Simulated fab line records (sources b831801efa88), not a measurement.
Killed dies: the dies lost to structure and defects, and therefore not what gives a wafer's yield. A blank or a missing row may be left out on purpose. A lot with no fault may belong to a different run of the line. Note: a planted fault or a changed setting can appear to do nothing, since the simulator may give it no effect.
Which of the tools did it? :: flow gf180mcu :: Sampling: 6 lots, 18 wafers, 2 of 602 route steps

## WHAT EACH GAUGE READ, for each wafer
GF_STI_THK_MEAS_30.
lot: L954
measured: day 2 22:34
on: film-metro-04
STI_OXIDATION_02_THK (nm): 10.22 10.15 10.09

lot: L956
measured: day 3 08:38
on: film-metro-02
STI_OXIDATION_02_THK (nm): 10.07 9.98 10.02

lot: L959
measured: day 3 23:11
on: film-metro-04
STI_OXIDATION_02_THK (nm): 10.40 10.34 10.23

lot: L964
measured: day 5 02:19
on: film-metro-02
STI_OXIDATION_02_THK (nm): 10.03 9.88 9.96

lot: L966
measured: day 5 11:33
on: film-metro-02
STI_OXIDATION_02_THK (nm): 9.79 9.91 9.86

lot: L974
measured: day 7 04:17
on: film-metro-02
STI_OXIDATION_02_THK (nm): 9.91 9.92 9.92

## WHAT TOOL EACH LOT RAN ON (gives the tool, then ch and the chambers of the sampled wafers, and finally the start)
lot: L954
GF_STI_OXIDATION_29: furnace-01 ch 0, day 2 21:10

lot: L956
GF_STI_OXIDATION_29: furnace-02 ch 0, day 3 07:13

lot: L959
GF_STI_OXIDATION_29: furnace-01 ch 0, day 3 21:47

lot: L964
GF_STI_OXIDATION_29: furnace-02 ch 0, day 5 00:53

lot: L966
GF_STI_OXIDATION_29: furnace-01 ch 0, day 5 10:09

lot: L974
GF_STI_OXIDATION_29: furnace-01 ch 0, day 7 02:54
- GF_STI_OXIDATION_29: stabilise 600 s, purge 300 s, target thk 10 nm.

## THE ANSWER, worked out from the rows above alone
Rule: the usual values come from the lots themselves. The widest of any qualifying gaps counts: lots, ordered by their means at a reading, are off when they make up no more than a third of the lots, leave a main group of 4 or more, and stand apart from it by 3 or more times the standard deviation of that group's means. The tables above print the reading to a certain number of digits; a main group whose means all agree to those digits is not used. A lot without any number at a reading at which 4 lots or more have one is off too. Where the step has rows for the other lots, those lots are counted as sound.
No lot is off on any of the readings shown, so nothing can be concluded from this.

## WHAT HAD BEEN PUT IN BY THE SIMULATOR
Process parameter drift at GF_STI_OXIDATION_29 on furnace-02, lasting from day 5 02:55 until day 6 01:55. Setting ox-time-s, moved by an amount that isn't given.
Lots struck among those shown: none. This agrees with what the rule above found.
